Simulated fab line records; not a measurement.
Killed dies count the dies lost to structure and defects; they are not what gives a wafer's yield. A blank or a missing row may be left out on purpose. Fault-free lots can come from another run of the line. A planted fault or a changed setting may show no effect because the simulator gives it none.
fab line records    flow sky130    part 1 of 2: steps 1 to 28 of 39
record lots=5  wafers=15  last_day=50
route steps=708 shown METAL4@632 VIA4@639 METAL5@661
lots with no fault: from the same line, run without faults
start_h: hours from the record's opening day to when the first of the lot's shown wafers began    wait_h: how many hours have passed since the lot's step before this one    " repeats the value in the row above    L1.1+2: one row covering several wafers at once    - value missing, or start not given    * or withheld: withheld    < > ~ a bound
route shown NAME@n: NAME is a module with steps in the file, n the number in the route of the first one    usual: mean and standard deviation over wafers with no fault    same: alike in all rows    chamber/n: place in a boat    sites: the reading at each site    _std_site: the values' standard deviation    _edge_site: inner sites' mean taken away from outer sites' mean    radius_mm: for every site, how far away it sits from the centre of the wafer    mask NAME#n: copy n    behind: tool/chamber where the wafer was last shaped    hold: reason for holding the lot/hours on hold/outcome of the hold    device: whichever transistor did not switch (one of n, p or np)    end of line: at the end of the route, the tests of the same wafers    a step without rows: its recipe alone    killed: at the first sort, the dies lost to defects and structure; wafer yield is something else    map: a wafer's dies, marking killed ones x, the rest . and places with no die _
set.NAME: the setting the step ran with; set.NAME@STEP: the setting that earlier step ran with    model.NAME: the simulator's own value behind a step, which no gauge read
lots at selected steps of the route; one table per step, one row per wafer
services: from which hour (start_h, from the record's first day; less than 0 if before it) a tool's chamber was out of use, for how many hours, and why
## steps
# step SKY_METAL4_ETCH_16
# recipe chemistry=N2/H2  target=BARC  ion_energy_ev=200  bias_w=100  pressure_mtorr=30  n2_flow_sccm=100  h2_flow_sccm=200  icp_w=500  stop_on=SiO2  time_s=88.2  target_depth_a=600
# usual drypump_motor_current_A=5.7/0.33  h2_flow_sccm=200.0/0.61  oes_product_au=0.626/0.005  throttle_valve_pct=13.205/0.0091
lot.wafer  tool          chamber  start_h  wait_h  drypump_motor_current_A  h2_flow_sccm  oes_product_au  rf_hours_counter_h  throttle_valve_pct
L074.2     rie_metal-04  1        973.29   0.0     5.7                      199.9         0.619           9                   13.216
L074.3     "             1        "        "       5.7                      200.7         0.625           -                   13.207
L074.5     "             0        "        "       5.7                      199.9         0.626           -                   13.214
L076.1     rie_metal-02  1        993.87   0.0     6.0                      198.8         0.626           12                  13.219
L076.2     "             0        "        "       5.9                      199.6         0.635           16                  13.200
L076.4     "             0        "        "       5.9                      199.6         0.622           -                   13.194
L077.1     rie_metal-04  0        1012.62  0.0     5.7                      200.0         0.622           23                  13.209
L077.2     "             1        "        "       5.7                      201.5         0.626           12                  13.214
L077.6     "             1        "        "       5.7                      201.0         0.632           -                   13.207
L087.1     rie_metal-02  0        1071.60  0.0     5.9                      200.5         0.624           21                  13.208
L087.3     "             0        "        "       5.8                      200.3         0.624           -                   13.188
L087.4     "             1        "        "       6.0                      200.8         0.618           -                   13.201
L094.1     rie_metal-02  1        1112.70  0.0     6.0                      199.8         0.620           20                  13.205
L094.5     "             1        "        "       6.0                      199.1         0.638           -                   13.199
L094.6     "             0        "        "       5.9                      200.7         0.630           -                   13.206
# step SKY_METAL4_ETCH_17
# recipe target=SiO2  stop_on=TiN  chemistry=C4F8/O2/Ar  source_w=1500  bias_w=1200  pressure_mtorr=40  c4f8_flow_sccm=withheld  O2_flow_sccm=6  Ar_flow_sccm=300  time_s=3.9  target_depth_a=150
# usual oes_product_au=0.755/0.007
lot.wafer  tool         chamber  start_h  wait_h  oes_product_au  rf_hours_counter_h
L074.2     rie_diel-01  0        973.39   0.1     0.747           17
L074.3     "            3        "        "       0.749           17
L074.5     "            0        "        "       0.760           -
L076.1     rie_diel-03  1        993.97   0.1     0.750           1
L076.2     "            0        "        "       0.756           10
L076.4     "            3        "        "       0.772           12
L077.1     rie_diel-01  3        1012.72  0.1     0.748           19
L077.2     "            2        "        "       0.751           27
L077.6     "            2        "        "       0.755           -
L087.1     rie_diel-01  2        1071.70  0.1     0.741           29
L087.3     "            0        "        "       0.743           20
L087.4     "            1        "        "       0.765           2
L094.1     rie_diel-04  2        1112.80  0.1     0.753           14
L094.5     "            2        "        "       0.748           -
L094.6     "            1        "        "       0.758           -
# step SKY_METAL4_METAL_ETCH_18
# recipe target_depth_a=8450  stop_on=SiO2  over_etch_frac=0.3  time_s=183.1  chemistry=Cl2/BCl3  resist_sidewall_deg=88  pressure_mtorr=10  icp_w=900  bias_w=48.5  Cl2_flow_sccm=60  bcl3_flow_sccm=30
# usual drypump_motor_current_A=5.5/0.36  oes_product_au=0.866/0.0057  throttle_valve_pct=22.264/0.0095
lot.wafer  tool          chamber  start_h  wait_h  drypump_motor_current_A  oes_product_au  rf_hours_counter_h  throttle_valve_pct
L074.2     rie_metal-01  0        973.41   0.0     5.2                      0.864           5                   22.287
L074.3     "             0        "        "       5.3                      0.857           -                   22.258
L074.5     "             1        "        "       5.0                      0.867           -                   22.266
L076.1     rie_metal-04  1        993.98   0.0     5.7                      0.868           11                  22.257
L076.2     "             0        "        "       5.7                      0.853           22                  22.265
L076.4     "             1        "        "       5.6                      0.853           -                   22.269
L077.1     rie_metal-01  0        1012.74  0.0     5.3                      0.867           7                   22.254
L077.2     "             1        "        "       5.0                      0.876           18                  22.261
L077.6     "             1        "        "       5.0                      0.876           -                   22.267
L087.1     rie_metal-04  1        1071.72  0.0     5.7                      0.866           17                  22.257
L087.3     "             1        "        "       5.7                      0.861           -                   22.252
L087.4     "             1        "        "       5.7                      0.868           -                   22.279
L094.1     rie_metal-01  0        1112.82  0.0     5.3                      0.867           14                  22.290
L094.5     "             1        "        "       5.0                      0.860           -                   22.265
L094.6     "             0        "        "       5.2                      0.866           -                   22.244
# step SKY_METAL4_STRIP_19
# recipe chemistry=O2/N2  power_w=1400  pressure_mtorr=1500  platen_temp_c=withheld  o2_flow_sccm=3000  n2_flow_sccm=300  overash_fraction=0.5
# usual drypump_motor_current_A=5.5/0.52  oes_product_au=0.505/0.0053  strip_time_to_endpoint_s=6.59/0.079
lot.wafer  tool             chamber  start_h  wait_h  drypump_motor_current_A  oes_product_au  rf_hours_counter_h  strip_time_to_endpoint_s
L074.2     plasma_asher-03  1        973.59   0.1     6.4                      0.514           25                  6.63
L074.3     "                0        "        "       5.4                      0.506           -                   6.66
L074.5     "                0        "        "       5.4                      0.507           -                   6.61
L076.1     plasma_asher-04  1        994.16   0.1     6.0                      0.499           120                 6.49
L076.2     "                0        "        "       5.6                      0.495           120                 6.38
L076.4     "                0        "        "       5.6                      0.493           -                   6.48
L077.1     plasma_asher-01  1        1012.91  0.1     4.8                      0.511           90                  6.62
L077.2     "                0        "        "       5.0                      0.505           90                  6.54
L077.6     "                1        "        "       4.8                      0.505           -                   6.58
L087.1     plasma_asher-04  1        1072.07  0.3     6.0                      0.502           1                   6.56
L087.3     "                0        "        "       5.7                      0.499           -                   6.54
L087.4     "                1        "        "       6.0                      0.503           -                   6.53
L094.1     plasma_asher-04  0        1112.99  0.1     5.6                      0.501           5                   6.62
L094.5     "                0        "        "       5.6                      0.503           -                   6.53
L094.6     "                1        "        "       6.0                      0.511           -                   6.59
# step SKY_METAL4_STRIP_20
# recipe chemistry=post_etch_residue_remover  time_s=1200  temp_c=72.5
lot.wafer   tool          chamber  start_h  wait_h
L074.2+3+5  wet_bench-04  0        973.69   0.1
L076.1+2+4  wet_bench-04  3        994.26   0.1
L077.1+2+6  wet_bench-03  2        1013.01  0.1
L087.1+3+4  wet_bench-04  3        1072.17  0.1
L094.1+5+6  wet_bench-01  0        1113.09  0.1
# step SKY_METAL4_CLEAN_21
# recipe chemistry=IPA  time_s=180  temp_c=25
lot.wafer   tool          chamber  start_h  wait_h
L074.2+3+5  wet_bench-04  3        974.03   0.0
L076.1+2+4  wet_bench-01  2        994.60   0.0
L077.1+2+6  wet_bench-03  2        1013.39  0.0
L087.1+3+4  wet_bench-03  1        1072.51  0.0
L094.1+5+6  wet_bench-01  1        1113.43  0.0
# step SKY_METAL4_CLEAN_22
# recipe chemistry=O3/DIW  dry=n2_spin
lot.wafer   tool          chamber  start_h  wait_h
L074.2+3+5  wet_bench-03  1        974.09   0.0
L076.1+2+4  wet_bench-03  3        994.66   0.0
L077.1+2+6  wet_bench-01  0        1013.45  0.0
L087.1+3+4  wet_bench-04  1        1072.57  0.0
L094.1+5+6  wet_bench-01  3        1113.49  0.0
# step SKY_VIA4_HDPCVD_00
# recipe material=SiO2  target_thk_nm=1750  sigma_open_frac=0.3  time_s=291.7  temp_c=400  sih4_flow_sccm=60  pressure_mtorr=6
lot.wafer   tool       chamber  start_h  wait_h
L074.2+3+5  hdpcvd-01  1,0,1    974.27   0.0
L076.1+2+4  hdpcvd-02  0,2,2    994.75   0.0
L077.1+2+6  hdpcvd-02  2,1,0    1013.54  0.0
L087.1+3+4  hdpcvd-02  2,0,2    1072.66  0.0
L094.1+5+6  hdpcvd-02  1,2,1    1113.58  0.0
# step SKY_VIA4_THK_MEAS_01
# recipe reads=SiO2_of_VIA4_HDPCVD_00
# usual VIA4_HDPCVD_THK=1756/16
lot.wafer  tool           chamber  start_h  wait_h  VIA4_HDPCVD_THK[nm]
L074.2     film_metro-01  -        974.46   0.1     1781
L074.3     "              -        "        "       1760
L074.5     "              -        "        "       1761
L076.1     film_metro-01  -        994.93   0.1     1738
L076.2     "              -        "        "       1735
L076.4     "              -        "        "       1742
L077.1     film_metro-01  -        1013.72  0.1     1757
L077.2     "              -        "        "       1779
L077.6     "              -        "        "       1754
L087.1     film_metro-01  -        1072.84  0.1     1764
L087.3     "              -        "        "       1747
L087.4     "              -        "        "       1735
L094.1     film_metro-03  -        1113.76  0.1     1721
L094.5     "              -        "        "       1718
L094.6     "              -        "        "       1756
# step SKY_VIA4_CMP_02
# recipe material=SiO2  down_force_psi=4  platen_rpm=60  pad_velocity_m_s=0.94248
# usual motor_current_A=12.5/1.4
lot.wafer  tool    chamber  start_h  wait_h  motor_current_A
L074.3     cmp-02  1        974.51   0.0     12.5
L074.2     "       2        "        "       12.3
L074.5     "       2        "        "       12.7
L076.1     cmp-01  0        995.04   0.1     13.6
L076.4     "       1        "        "       9.4
L076.2     "       2        "        "       13.4
L077.1     cmp-02  0        1013.78  0.1     12.7
L077.2     "       1        "        "       13.3
L077.6     "       1        "        "       13.2
L087.1     cmp-01  3        1072.90  0.1     11.6
L087.4     "       0        "        "       14.1
L087.3     "       1        "        "       9.0
L094.1     cmp-01  1        1113.97  0.2     9.1
L094.5     "       2        "        "       13.6
L094.6     "       3        "        "       11.7
# step SKY_VIA4_BOW_MEAS_03
# recipe mode=bow
# usual VIA4_BOW=79/8.3
lot.wafer  tool           chamber  start_h  wait_h  VIA4_BOW[um]
L074.2     film_metro-01  -        974.83   0.2     96
L074.3     "              -        "        "       91
L074.5     "              -        "        "       77
L076.1     film_metro-02  -        995.29   0.2     74
L076.2     "              -        "        "       68
L076.4     "              -        "        "       93
L077.1     film_metro-01  -        1014.08  0.2     73
L077.2     "              -        "        "       75
L077.6     "              -        "        "       75
L087.1     film_metro-01  -        1073.20  0.2     71
L087.3     "              -        "        "       77
L087.4     "              -        "        "       87
L094.1     film_metro-01  -        1114.12  0.1     73
L094.5     "              -        "        "       82
L094.6     "              -        "        "       69
# step SKY_VIA4_DEHYDRATE_04
# recipe temp_c=200  time_s=60
lot.wafer   tool            chamber  start_h  wait_h
L074.2+3+5  litho_track-01  0        986.17   11.3
L076.1+2+4  litho_track-01  0        1006.45  11.1
L077.1+2+6  litho_track-01  0        1024.50  10.4
L087.1+3+4  litho_track-01  0        1083.75  10.5
L094.1+5+6  litho_track-02  0        1123.33  9.2
# step SKY_VIA4_HMDS_05
# recipe prime_time_s=60  prime_temp_c=120
# usual prime_temp_c=119.98/0.13
lot.wafer  tool            chamber  start_h  wait_h  prime_temp_c
L074.2     litho_track-01  0        986.32   0.1     119.85
L074.3     "               0        "        "       120.04
L074.5     "               0        "        "       119.91
L076.1     litho_track-01  0        1006.60  0.1     120.25
L076.2     "               0        "        "       120.18
L076.4     "               0        "        "       120.11
L077.1     litho_track-01  0        1024.65  0.1     119.95
L077.2     "               0        "        "       119.75
L077.6     "               0        "        "       120.01
L087.1     litho_track-01  0        1083.90  0.1     119.82
L087.3     "               0        "        "       119.75
L087.4     "               0        "        "       119.78
L094.1     litho_track-02  0        1123.48  0.1     120.06
L094.5     "               0        "        "       120.05
L094.6     "               0        "        "       120.02
# step SKY_VIA4_COAT_06
# recipe resist=NOVOLAK  spin_rpm=3000  resist_thk_nm=1140
lot.wafer   tool            chamber  start_h  wait_h
L074.2+3+5  litho_track-01  0        986.47   0.1
L076.1+2+4  litho_track-01  0        1006.75  0.1
L077.1+2+6  litho_track-01  0        1024.80  0.1
L087.1+3+4  litho_track-01  0        1084.05  0.1
L094.1+5+6  litho_track-02  0        1123.63  0.1
# step SKY_VIA4_SOFTBAKE_07
# recipe temp_c=90  time_s=60  resist=NOVOLAK
lot.wafer   tool            chamber  start_h  wait_h
L074.2+3+5  litho_track-01  0        986.62   0.1
L076.1+2+4  litho_track-01  0        1006.90  0.1
L077.1+2+6  litho_track-01  0        1024.95  0.1
L087.1+3+4  litho_track-01  0        1084.20  0.1
L094.1+5+6  litho_track-02  0        1123.78  0.1
# step SKY_VIA4_EXPOSE_08
# recipe mask_id=VIM4  na=0.6  source_shape=conventional  sigma_outer=0.6  polarization=unpolarized  target_cd_nm=800  dose_mj=132
lot.wafer   tool              chamber  start_h  wait_h  mask
L074.2+3+5  iline_stepper-01  0        -        -       VIM4#0
L076.1+2+4  iline_stepper-02  0        -        -       VIM4#0
L077.1+2+6  iline_stepper-02  0        -        -       VIM4#0
L087.1+3+4  iline_stepper-01  0        -        -       VIM4#0
L094.1+5+6  iline_stepper-02  0        -        -       VIM4#0
# step SKY_VIA4_PEB_09
# recipe temp_c=withheld  time_s=*  resist=NOVOLAK
lot.wafer   tool            chamber  start_h  wait_h
L074.2+3+5  litho_track-02  0        -        -
L076.1+2+4  litho_track-03  0        -        -
L077.1+2+6  litho_track-01  0        -        -
L087.1+3+4  litho_track-01  0        -        -
L094.1+5+6  litho_track-02  0        -        -
# step SKY_VIA4_DEVELOP_10
# recipe resist=NOVOLAK  developer=TMAH  develop_time_s=60  dev_temp_c=23
lot.wafer   tool            chamber  start_h  wait_h
L074.2+3+5  litho_track-02  0        997.70   0.1
L076.1+2+4  litho_track-03  0        1018.25  0.1
L077.1+2+6  litho_track-01  0        1036.80  0.1
L087.1+3+4  litho_track-01  0        1093.75  0.1
L094.1+5+6  litho_track-02  0        1133.73  0.1
# step SKY_VIA4_OVL_MEAS_11
# usual VIA4_OVL=-1.4/1.2
lot.wafer  tool        chamber  start_h  wait_h  VIA4_OVL[nm]
L074.2     overlay-02  -        997.84   0.1     -2.1
L074.3     "           -        "        "       -1.8
L074.5     "           -        "        "       -2.8
L076.1     overlay-02  -        1018.40  0.1     0.5
L076.2     "           -        "        "       -1.2
L076.4     "           -        "        "       -0.8
L077.1     overlay-02  -        1036.95  0.1     -0.7
L077.2     "           -        "        "       -2.4
L077.6     "           -        "        "       0.2
L087.1     overlay-02  -        1093.90  0.1     -2.0
L087.3     "           -        "        "       -2.3
L087.4     "           -        "        "       -1.1
L094.1     overlay-01  -        1133.88  0.1     -0.4
L094.5     "           -        "        "       -3.1
L094.6     "           -        "        "       -1.0
# step SKY_VIA4_ETCH_12
# recipe target=SiO2  chemistry=C4F8/O2/Ar  stop_on=TiN  mask_material=NOVOLAK  source_w=1500  bias_w=1200  pressure_mtorr=40  c4f8_flow_sccm=withheld  O2_flow_sccm=6  Ar_flow_sccm=300  time_s=withheld  target_depth_a=5800
# usual oes_product_au=0.926/0.005
lot.wafer  tool         chamber  start_h  wait_h  oes_product_au
L074.2     rie_diel-04  0        997.87   0.0     0.930
L074.3     "            1        "        "       0.924
L074.5     "            3        "        "       0.929
L076.1     rie_diel-01  3        1018.44  0.0     0.938
L076.2     "            2        "        "       0.929
L076.4     "            2        "        "       0.928
L077.1     rie_diel-02  2        1036.98  0.0     0.930
L077.2     "            0        "        "       0.926
L077.6     "            0        "        "       0.917
L087.1     rie_diel-02  3        1093.93  0.0     0.932
L087.3     "            1        "        "       0.922
L087.4     "            0        "        "       0.926
L094.1     rie_diel-01  3        1133.92  0.0     0.917
L094.5     "            0        "        "       0.923
L094.6     "            3        "        "       0.921
# step SKY_VIA4_STRIP_13
# recipe chemistry=O2/N2  power_w=1400  pressure_mtorr=1500  platen_temp_c=withheld  o2_flow_sccm=3000  n2_flow_sccm=300  overash_fraction=0.5
# usual drypump_motor_current_A=6.0/0.4  oes_product_au=0.709/0.005  strip_time_to_endpoint_s=12.80/0.032
lot.wafer  tool             chamber  start_h  wait_h  drypump_motor_current_A  oes_product_au  rf_hours_counter_h  strip_time_to_endpoint_s
L074.2     plasma_asher-02  0        997.94   -       6.6                      0.711           50                  12.79
L074.3     "                0        "        "       6.6                      0.706           -                   12.83
L074.5     "                0        "        "       6.5                      0.704           -                   12.78
L076.1     plasma_asher-04  1        1018.51  -       6.0                      0.709           122                 12.74
L076.2     "                0        "        "       5.7                      0.717           122                 12.75
L076.4     "                1        "        "       6.0                      0.708           -                   12.75
L077.1     plasma_asher-04  0        1037.06  -       5.7                      0.704           124                 12.77
L077.2     "                1        "        "       6.0                      0.710           124                 12.78
L077.6     "                0        "        "       5.6                      0.715           -                   12.82
L087.1     plasma_asher-04  1        1094.01  -       6.0                      0.706           3                   12.82
L087.3     "                0        "        "       5.7                      0.706           -                   12.83
L087.4     "                1        "        "       6.0                      0.715           -                   12.80
L094.1     plasma_asher-02  0        1133.99  -       6.6                      0.714           63                  12.82
L094.5     "                0        "        "       6.6                      0.709           -                   12.76
L094.6     "                1        "        "       5.7                      0.705           -                   12.77
# step SKY_VIA4_STRIP_14
# recipe chemistry=post_etch_residue_remover  time_s=1200  temp_c=72.5
lot.wafer   tool          chamber  start_h  wait_h
L074.2+3+5  wet_bench-02  3        998.04   0.1
L076.1+2+4  wet_bench-04  2        1018.61  0.1
L077.1+2+6  wet_bench-04  0        1037.16  0.1
L087.1+3+4  wet_bench-01  3        1094.29  0.2
L094.1+5+6  wet_bench-02  1        1134.09  0.1
# step SKY_VIA4_CLEAN_15
# recipe chemistry=IPA  time_s=180  temp_c=25
lot.wafer   tool          chamber  start_h  wait_h
L074.2+3+5  wet_bench-01  2        998.38   0.0
L076.1+2+4  wet_bench-02  2        1018.95  0.0
L077.1+2+6  wet_bench-02  0        1037.53  0.0
L087.1+3+4  wet_bench-04  0        1094.63  0.0
L094.1+5+6  wet_bench-04  1        1134.43  0.0
# step SKY_VIA4_CLEAN_16
# recipe chemistry=O3/DIW  dry=n2_spin
lot.wafer   tool          chamber  start_h  wait_h
L074.2+3+5  wet_bench-02  2        998.44   0.0
L076.1+2+4  wet_bench-04  3        1019.02  0.0
L077.1+2+6  wet_bench-01  1        1037.66  0.0
L087.1+3+4  wet_bench-01  0        1094.69  0.0
L094.1+5+6  wet_bench-02  1        1134.49  0.0
# step SKY_VIA4_SPUTTER_17
# recipe material=TiN  target_thk_nm=20  chamber_pressure_pa=5  power_w=4000  time_s=80
# usual throttle_valve_pct=30.3/0.7
lot.wafer  tool            chamber  start_h  wait_h  throttle_valve_pct
L074.2     pvd_sputter-03  -        998.53   0.0     29.8
L074.3     "               -        "        "       30.7
L074.5     "               -        "        "       29.8
L076.1     pvd_sputter-01  -        1019.11  0.0     29.8
L076.2     "               -        "        "       31.6
L076.4     "               -        "        "       30.1
L077.1     pvd_sputter-04  -        1037.76  0.0     29.1
L077.2     "               -        "        "       30.5
L077.6     "               -        "        "       31.3
L087.1     pvd_sputter-04  -        1094.78  0.0     30.5
L087.3     "               -        "        "       30.0
L087.4     "               -        "        "       29.2
L094.1     pvd_sputter-04  -        1134.58  0.0     31.4
L094.5     "               -        "        "       30.4
L094.6     "               -        "        "       30.3
# step SKY_VIA4_CVD_18
# recipe material=W  target_thk_nm=505  time_s=152.14  temp_c=400  pressure_torr=40
# usual heater_power_w=759/79
lot.wafer  tool      chamber  start_h  wait_h  heater_power_w
L074.2     cvd_w-01  1        998.59   0.0     676
L074.3     "         1        "        "       690
L074.5     "         0        "        "       828
L076.1     cvd_w-01  1        1019.18  0.0     689
L076.2     "         0        "        "       851
L076.4     "         1        "        "       682
L077.1     cvd_w-01  1        1037.82  0.0     695
L077.2     "         0        "        "       841
L077.6     "         0        "        "       847
L087.1     cvd_w-02  1        1094.84  0.0     805
L087.3     "         1        "        "       826
L087.4     "         0        "        "       704
L094.1     cvd_w-02  1        1134.64  0.0     802
L094.5     "         0        "        "       672
L094.6     "         1        "        "       796
# step SKY_VIA4_RS_MEAS_19
# recipe thk_meas_gauge=four-point-probe  reads=W_of_VIA4_CVD_18+TiN_of_VIA4_SPUTTER_17
# usual VIA4_W_RS=0.2274/0.0024
lot.wafer  tool           chamber  start_h  wait_h  VIA4_W_RS[ohm/sq]
L074.2     film_metro-02  -        998.76   0.1     0.2275
L074.3     "              -        "        "       0.2280
L074.5     "              -        "        "       0.2259
L076.1     film_metro-02  -        1019.33  0.1     0.2250
L076.2     "              -        "        "       0.2278
L076.4     "              -        "        "       0.2266
L077.1     film_metro-03  -        1037.97  0.1     0.2279
L077.2     "              -        "        "       0.2261
L077.6     "              -        "        "       0.2268
L087.1     film_metro-01  -        1094.99  0.1     0.2276
L087.3     "              -        "        "       0.2302
L087.4     "              -        "        "       0.2333
L094.1     film_metro-03  -        1134.79  0.1     0.2289
L094.5     "              -        "        "       0.2306
L094.6     "              -        "        "       0.2306
# step SKY_VIA4_THK_MEAS_20
# recipe thk_meas_gauge=xrf  reads=W_of_VIA4_CVD_18
# usual VIA4_W_THK=501/6
lot.wafer  tool           chamber  start_h  wait_h  VIA4_W_THK[nm]
L074.2     film_metro-02  -        998.87   0.1     497
L074.3     "              -        "        "       500
L074.5     "              -        "        "       503
L076.1     film_metro-02  -        1019.45  0.1     505
L076.2     "              -        "        "       499
L076.4     "              -        "        "       500
L077.1     film_metro-03  -        1038.09  0.1     505
L077.2     "              -        "        "       506
L077.6     "              -        "        "       505
L087.1     film_metro-01  -        1095.11  0.1     497
L087.3     "              -        "        "       497
L087.4     "              -        "        "       488
L094.1     film_metro-03  -        1134.91  0.1     503
L094.5     "              -        "        "       503
L094.6     "              -        "        "       500
